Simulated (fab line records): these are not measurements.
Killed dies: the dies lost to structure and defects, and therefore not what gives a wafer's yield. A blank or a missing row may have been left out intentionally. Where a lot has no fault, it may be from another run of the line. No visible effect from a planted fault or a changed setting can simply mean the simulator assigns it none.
fab line records -- flow sky130
record lots=12, wafers=36, lastDay=50
route steps=708 shown SD_N@353 LI_CONTACT@374 CONTACT@411
lots that met no fault: from a run of the same line without faults
startH: start of the lot's first displayed wafer, in hours after the record's first day -- waitH: hours elapsed since this lot's preceding step -- " as in the row above -- L1.1+2: one row covering several wafers at once -- - no value, or no start was given -- * or withheld: withheld -- < > ~ a bound
route shown NAME@n: NAME is a module with steps in the file, n the number in the route of the first one -- usual: the fault-free wafers' mean and standard deviation -- same: alike in all rows -- chamber/n: place in a boat -- sites: the reading at each site -- _std_site: the values' standard deviation -- _edge_site: outer sites' mean less inner sites' -- radiusMm: how far each site lies from the wafer's centre -- mask NAME#n: copy n -- behind: the last tool/chamber to shape the wafer -- hold: why the lot was held/for how many hours/how that ended -- device: whichever transistor did not switch (one of n, p or np) -- end of line: at the end of the route, the tests of the same wafers -- for a step that has no rows: nothing shown but its recipe -- killed: count of dies lost to structure and defects at first sort (not the wafer's yield) -- map: a wafer's dies, x killed, . not, _ none there
set.NAME: setting as actually run; set.NAME@STEP: the setting as run at that earlier step -- model.NAME: the simulator's own value behind a step, which no gauge read
one table for each step of the route and one row for each wafer, over a sample of lots
services: a tool's chamber out of use, with start hour (startH, from the record's first day; less than 0 if before it), hours out, and reason
## steps
# step SKY_SD_N_STRIP_11
# recipe chemistry=O2/N2, powerW=1400, pressureMtorr=1500, platenTempC=withheld, o2FlowSccm=3000, n2FlowSccm=300, overashFraction=0.5
# usual drypumpMotorCurrentA=5.87/0.25, oesProductAu=0.527/0.0043, stripTimeToEndpointS=22.54/0.041
lot.wafer,tool,chamber,startH,waitH,drypumpMotorCurrentA,oesProductAu,rfHoursCounterH,stripTimeToEndpointS
L966.1,plasmaAsher-04,0,652.83,0.1,5.68,0.527,53,22.50
L966.4,plasmaAsher-04,0,652.83,0.1,5.71,0.524,-,22.51
L966.6,plasmaAsher-04,0,652.83,0.1,5.68,0.526,-,22.46
L967.1,plasmaAsher-04,1,662.58,0.1,5.88,0.519,54,22.57
L967.3,plasmaAsher-04,1,662.58,0.1,5.87,0.525,-,22.63
L967.5,plasmaAsher-04,0,662.58,0.1,5.68,0.533,-,22.58
L968.3,plasmaAsher-04,1,670.11,0.1,5.86,0.529,-,22.59
L968.4,plasmaAsher-04,0,670.11,0.1,5.68,0.533,-,22.56
L968.6,plasmaAsher-04,0,670.11,0.1,5.68,0.532,-,22.60
L969.1,plasmaAsher-04,1,672.23,0.1,5.85,0.523,55,22.57
L969.5,plasmaAsher-04,0,672.23,0.1,5.70,0.533,-,22.62
L969.6,plasmaAsher-04,1,672.23,0.1,5.86,0.534,-,22.61
L972.3,plasmaAsher-03,0,698.93,0.1,5.98,0.522,-,22.52
L972.5,plasmaAsher-03,0,698.93,0.1,5.97,0.522,-,22.51
L972.6,plasmaAsher-03,1,698.93,0.1,6.20,0.528,-,22.51
L973.2,plasmaAsher-03,1,711.04,0.1,6.21,0.531,88,22.49
L973.5,plasmaAsher-03,1,711.04,0.1,6.18,0.527,-,22.49
L973.6,plasmaAsher-03,0,711.04,0.1,5.95,0.520,-,22.49
L976.1,plasmaAsher-02,0,730.48,0.1,5.76,0.523,106,22.61
L976.2,plasmaAsher-02,1,730.48,0.1,5.36,0.525,106,22.60
L976.3,plasmaAsher-02,0,730.48,0.1,5.74,0.529,-,22.60
L977.1,plasmaAsher-04,1,734.14,0.1,5.84,0.525,59,22.52
L977.2,plasmaAsher-04,0,734.14,0.1,5.70,0.527,59,22.46
L977.6,plasmaAsher-04,1,734.14,0.1,5.87,0.532,-,22.52
L982.3,plasmaAsher-03,0,778.26,0.1,5.97,0.534,-,22.53
L982.5,plasmaAsher-03,1,778.26,0.1,6.18,0.528,-,22.52
L982.6,plasmaAsher-03,0,778.26,0.1,5.98,0.524,-,22.53
L987.1,plasmaAsher-03,0,808.38,0.1,5.95,0.528,98,22.55
L987.2,plasmaAsher-03,1,808.38,0.1,6.18,0.523,98,22.55
L987.5,plasmaAsher-03,1,808.38,0.1,6.19,0.530,-,22.59
L988.3,plasmaAsher-04,1,817.78,0.1,5.84,0.521,-,22.53
L988.4,plasmaAsher-04,0,817.78,0.1,5.69,0.526,-,22.56
L988.6,plasmaAsher-04,0,817.78,0.1,5.70,0.530,-,22.52
L989.1,plasmaAsher-03,1,825.04,0.1,6.21,0.531,100,22.54
L989.3,plasmaAsher-03,1,825.04,0.1,6.21,0.525,-,22.55
L989.5,plasmaAsher-03,0,825.04,0.1,5.95,0.528,-,22.55
# step SKY_LI_CONTACT_CD_MEAS_12
# recipe targetCdNm=170
# usual cdNm=169.8/1.1
lot.wafer,tool,chamber,startH,waitH,cdNm
L966.1,cdSem-02,-,682.69,-,169.2
L966.4,cdSem-02,-,682.69,-,169.5
L966.6,cdSem-02,-,682.69,-,169.8
L967.1,cdSem-02,-,691.49,-,169.0
L967.3,cdSem-02,-,691.49,-,168.3
L967.5,cdSem-02,-,691.49,-,167.3
L968.3,cdSem-02,-,699.13,-,170.8
L968.4,cdSem-02,-,699.13,-,170.5
L968.6,cdSem-02,-,699.13,-,169.6
L969.1,cdSem-01,-,701.12,-,171.7
L969.5,cdSem-01,-,701.12,-,170.0
L969.6,cdSem-01,-,701.12,-,170.8
L972.3,cdSem-02,-,728.23,-,170.0
L972.5,cdSem-02,-,728.23,-,170.2
L972.6,cdSem-02,-,728.23,-,169.2
L973.2,cdSem-02,-,740.16,-,168.2
L973.5,cdSem-02,-,740.16,-,171.1
L973.6,cdSem-02,-,740.16,-,169.1
L976.1,cdSem-02,-,759.09,-,171.7
L976.2,cdSem-02,-,759.09,-,170.9
L976.3,cdSem-02,-,759.09,-,171.2
L977.1,cdSem-02,-,762.32,-,171.2
L977.2,cdSem-02,-,762.32,-,172.4
L977.6,cdSem-02,-,762.32,-,171.7
L982.3,cdSem-02,-,805.68,-,170.2
L982.5,cdSem-02,-,805.68,-,168.5
L982.6,cdSem-02,-,805.68,-,170.5
L987.1,cdSem-01,-,836.39,-,169.9
L987.2,cdSem-01,-,836.39,-,170.5
L987.5,cdSem-01,-,836.39,-,171.0
L988.3,cdSem-02,-,845.21,-,168.1
L988.4,cdSem-02,-,845.21,-,169.5
L988.6,cdSem-02,-,845.21,-,168.3
L989.1,cdSem-02,-,852.27,-,167.7
L989.3,cdSem-02,-,852.27,-,168.4
L989.5,cdSem-02,-,852.27,-,169.5
# step SKY_LI_CONTACT_CVD_21
# recipe material=W, targetThkNm=400, timeS=120.56, tempC=400, pressureTorr=40
# usual heaterPowerOuterW=501/40, heaterPowerW=850/77
lot.wafer,tool,chamber,startH,waitH,heaterPowerOuterW,heaterPowerW
L966.1,cvdW-02,1,683.40,0.0,562,927
L966.4,cvdW-02,0,683.40,0.0,449,719
L966.6,cvdW-02,1,683.40,0.0,570,981
L967.1,cvdW-01,1,692.22,0.0,517,890
L967.3,cvdW-01,0,692.22,0.0,475,820
L967.5,cvdW-01,0,692.22,0.0,479,803
L968.3,cvdW-01,0,699.90,0.1,480,805
L968.4,cvdW-01,1,699.90,0.1,503,868
L968.6,cvdW-01,0,699.90,0.1,484,823
L969.1,cvdW-02,1,701.85,0.0,556,958
L969.5,cvdW-02,1,701.85,0.0,566,939
L969.6,cvdW-02,0,701.85,0.0,448,761
L972.3,cvdW-02,0,728.96,0.1,453,735
L972.5,cvdW-02,1,728.96,0.1,563,963
L972.6,cvdW-02,0,728.96,0.1,452,752
L973.2,cvdW-02,1,740.87,0.0,551,939
L973.5,cvdW-02,0,740.87,0.0,452,743
L973.6,cvdW-02,1,740.87,0.0,554,975
L976.1,cvdW-01,0,759.80,0.0,486,813
L976.2,cvdW-01,1,759.80,0.0,508,879
L976.3,cvdW-01,0,759.80,0.0,488,814
L977.1,cvdW-01,1,763.04,0.0,513,883
L977.2,cvdW-01,0,763.04,0.0,489,820
L977.6,cvdW-01,0,763.04,0.0,478,826
L982.3,cvdW-02,1,806.40,0.1,560,969
L982.5,cvdW-02,1,806.40,0.1,553,963
L982.6,cvdW-02,0,806.40,0.1,463,759
L987.1,cvdW-01,1,837.12,0.0,511,881
L987.2,cvdW-01,0,837.12,0.0,491,814
L987.5,cvdW-01,1,837.12,0.0,509,882
L988.3,cvdW-02,1,845.93,0.1,566,984
L988.4,cvdW-02,0,845.93,0.1,450,733
L988.6,cvdW-02,1,845.93,0.1,567,987
L989.1,cvdW-01,0,852.99,0.0,483,824
L989.3,cvdW-01,0,852.99,0.0,473,813
L989.5,cvdW-01,0,852.99,0.0,500,807
# step SKY_LI_CONTACT_RS_MEAS_22
# recipe thkMeasGauge=four-point-probe, reads=W_of_LI_CONTACT_CVD_21+TiN_of_LI_CONTACT_SPUTTER_20+Ti_of_LI_CONTACT_SPUTTER_19
# usual LI_CONTACT_W_RS=0.284/0.0053
lot.wafer,tool,chamber,startH,waitH,LI_CONTACT_W_RS[ohm/sq]
L966.1,filmMetro-04,-,683.53,0.1,0.288
L966.4,filmMetro-04,-,683.53,0.1,0.285
L966.6,filmMetro-04,-,683.53,0.1,0.289
L967.1,filmMetro-04,-,692.34,0.1,0.285
L967.3,filmMetro-04,-,692.34,0.1,0.281
L967.5,filmMetro-04,-,692.34,0.1,0.279
L968.3,filmMetro-04,-,700.02,0.1,0.277
L968.4,filmMetro-04,-,700.02,0.1,0.281
L968.6,filmMetro-04,-,700.02,0.1,0.277
L969.1,filmMetro-04,-,701.98,0.1,0.289
L969.5,filmMetro-04,-,701.98,0.1,0.288
L969.6,filmMetro-04,-,701.98,0.1,0.286
L972.3,filmMetro-01,-,729.08,0.1,0.281
L972.5,filmMetro-01,-,729.08,0.1,0.289
L972.6,filmMetro-01,-,729.08,0.1,0.281
L973.2,filmMetro-04,-,741.01,0.1,0.293
L973.5,filmMetro-04,-,741.01,0.1,0.286
L973.6,filmMetro-04,-,741.01,0.1,0.294
L976.1,filmMetro-03,-,759.93,0.1,0.279
L976.2,filmMetro-03,-,759.93,0.1,0.285
L976.3,filmMetro-03,-,759.93,0.1,0.281
L977.1,filmMetro-01,-,763.16,0.1,0.266
L977.2,filmMetro-01,-,763.16,0.1,0.275
L977.6,filmMetro-01,-,763.16,0.1,0.275
L982.3,filmMetro-03,-,806.52,0.1,0.291
L982.5,filmMetro-03,-,806.52,0.1,0.293
L982.6,filmMetro-03,-,806.52,0.1,0.289
L987.1,filmMetro-04,-,837.24,0.1,0.281
L987.2,filmMetro-04,-,837.24,0.1,0.279
L987.5,filmMetro-04,-,837.24,0.1,0.284
L988.3,filmMetro-04,-,846.05,0.1,0.285
L988.4,filmMetro-04,-,846.05,0.1,0.286
L988.6,filmMetro-04,-,846.05,0.1,0.289
L989.1,filmMetro-01,-,853.11,0.1,0.277
L989.3,filmMetro-01,-,853.11,0.1,0.275
L989.5,filmMetro-01,-,853.11,0.1,0.279
# step SKY_LI_CONTACT_THK_MEAS_23
# recipe thkMeasGauge=xrf, reads=W_of_LI_CONTACT_CVD_21
# usual LI_CONTACT_W_THK=393/7.8
lot.wafer,tool,chamber,startH,waitH,LI_CONTACT_W_THK[nm]
L966.1,filmMetro-04,-,683.65,0.1,385
L966.4,filmMetro-04,-,683.65,0.1,388
L966.6,filmMetro-04,-,683.65,0.1,384
L967.1,filmMetro-04,-,692.46,0.1,391
L967.3,filmMetro-04,-,692.46,0.1,395
L967.5,filmMetro-04,-,692.46,0.1,398
L968.3,filmMetro-04,-,700.12,0.1,410
L968.4,filmMetro-04,-,700.12,0.1,402
L968.6,filmMetro-04,-,700.12,0.1,411
L969.1,filmMetro-04,-,702.10,0.1,394
L969.5,filmMetro-04,-,702.10,0.1,393
L969.6,filmMetro-04,-,702.10,0.1,396
L972.3,filmMetro-01,-,729.18,0.1,396
L972.5,filmMetro-01,-,729.18,0.1,383
L972.6,filmMetro-01,-,729.18,0.1,392
L973.2,filmMetro-04,-,741.12,0.1,384
L973.5,filmMetro-04,-,741.12,0.1,393
L973.6,filmMetro-04,-,741.12,0.1,385
L976.1,filmMetro-03,-,760.05,0.1,394
L976.2,filmMetro-03,-,760.05,0.1,387
L976.3,filmMetro-03,-,760.05,0.1,392
L977.1,filmMetro-01,-,763.28,0.1,418
L977.2,filmMetro-01,-,763.28,0.1,406
L977.6,filmMetro-01,-,763.28,0.1,405
L982.3,filmMetro-03,-,806.62,0.1,381
L982.5,filmMetro-03,-,806.62,0.1,377
L982.6,filmMetro-03,-,806.62,0.1,382
L987.1,filmMetro-04,-,837.36,0.1,398
L987.2,filmMetro-04,-,837.36,0.1,401
L987.5,filmMetro-04,-,837.36,0.1,395
L988.3,filmMetro-04,-,846.15,0.1,396
L988.4,filmMetro-04,-,846.15,0.1,395
L988.6,filmMetro-04,-,846.15,0.1,391
L989.1,filmMetro-01,-,853.23,0.1,391
L989.3,filmMetro-01,-,853.23,0.1,396
L989.5,filmMetro-01,-,853.23,0.1,391
# step SKY_CONTACT_BOW_MEAS_05
# recipe mode=bow
# usual CONTACT_BOW=82/6.9
lot.wafer,tool,chamber,startH,waitH,CONTACT_BOW[um]
L966.1,filmMetro-02,-,714.08,0.2,87
L966.4,filmMetro-02,-,714.08,0.2,75
L966.6,filmMetro-02,-,714.08,0.2,73
L967.1,filmMetro-04,-,721.97,0.1,91
L967.3,filmMetro-04,-,721.97,0.1,81
L967.5,filmMetro-04,-,721.97,0.1,75
L968.3,filmMetro-02,-,729.95,0.2,70
L968.4,filmMetro-02,-,729.95,0.2,86
L968.6,filmMetro-02,-,729.95,0.2,79
L969.1,filmMetro-02,-,731.61,0.1,86
L969.5,filmMetro-02,-,731.61,0.1,90
L969.6,filmMetro-02,-,731.61,0.1,79
L972.3,filmMetro-02,-,758.25,0.2,88
L972.5,filmMetro-02,-,758.25,0.2,84
L972.6,filmMetro-02,-,758.25,0.2,78
L973.2,filmMetro-04,-,770.18,0.3,82
L973.5,filmMetro-04,-,770.18,0.3,72
L973.6,filmMetro-04,-,770.18,0.3,69
L976.1,filmMetro-04,-,788.10,0.2,83
L976.2,filmMetro-04,-,788.10,0.2,88
L976.3,filmMetro-04,-,788.10,0.2,85
L977.1,filmMetro-04,-,792.03,0.1,88
L977.2,filmMetro-04,-,792.03,0.1,95
L977.6,filmMetro-04,-,792.03,0.1,87
L982.3,filmMetro-02,-,835.41,0.2,88
L982.5,filmMetro-02,-,835.41,0.2,76
L982.6,filmMetro-02,-,835.41,0.2,81
L987.1,filmMetro-02,-,865.16,0.1,86
L987.2,filmMetro-02,-,865.16,0.1,83
L987.5,filmMetro-02,-,865.16,0.1,81
L988.3,filmMetro-02,-,873.97,0.3,84
L988.4,filmMetro-02,-,873.97,0.3,82
L988.6,filmMetro-02,-,873.97,0.3,88
L989.1,filmMetro-02,-,880.32,0.2,81
L989.3,filmMetro-02,-,880.32,0.2,94
L989.5,filmMetro-02,-,880.32,0.2,86
## services
tool,chamber,startH,hours,kind
cvdW-02,0,637.54,4.0,repair
plasmaAsher-03,-,645.55,0.4,repair
plasmaAsher-03,-,648.26,14.6,pm
plasmaAsher-02,-,649.88,2.8,pm
cvdW-01,-,682.67,1.3,repair
plasmaAsher-04,-,707.38,15.6,pm
plasmaAsher-02,-,733.75,9.0,pm
plasmaAsher-02,0,733.75,9.0,ventCycle
plasmaAsher-02,1,733.75,9.0,ventCycle
plasmaAsher-02,0,742.75,-,clean
plasmaAsher-02,1,742.75,-,clean
cvdW-01,-,826.28,0.9,repair
## key
firstSign step=SKY_LI_CONTACT_RS_MEAS_22, reading=LI_CONTACT_W_RS, direction=down, sigmas=3.4, usual=0.284, struck=0.266
effect step=SKY_LI_CONTACT_THK_MEAS_23, reading=LI_CONTACT_W_THK, direction=up, sigmas=3.2, usual=393, struck=418
metAt SKY_LI_CONTACT_CVD_21
struckLots L977
struckWafers L977.1
testerLeftOut L977
notActingAt SKY_SD_N_STRIP_11,SKY_LI_CONTACT_CD_MEAS_12,SKY_CONTACT_BOW_MEAS_05
onsetBetween 759.80 763.04
fault kind=processParameterDrift, tool=cvdW-01, chamber=-, onsetH=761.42, steps=SKY_LI_CONTACT_CVD_21, channel=targetThkNm, offset=17.748, shape=step, endH=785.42, scope=struckWafersOnly, actsIn=theseRecipesOnly, stated=400
# testerLeftOut: of these lots the tester's yield and bins aren't shown, on N5 and GAA mostly nor the transistor test; their killed dies are dies lost to structure and defects alone, not to doping, threshold or leakage, so they don't give the yield
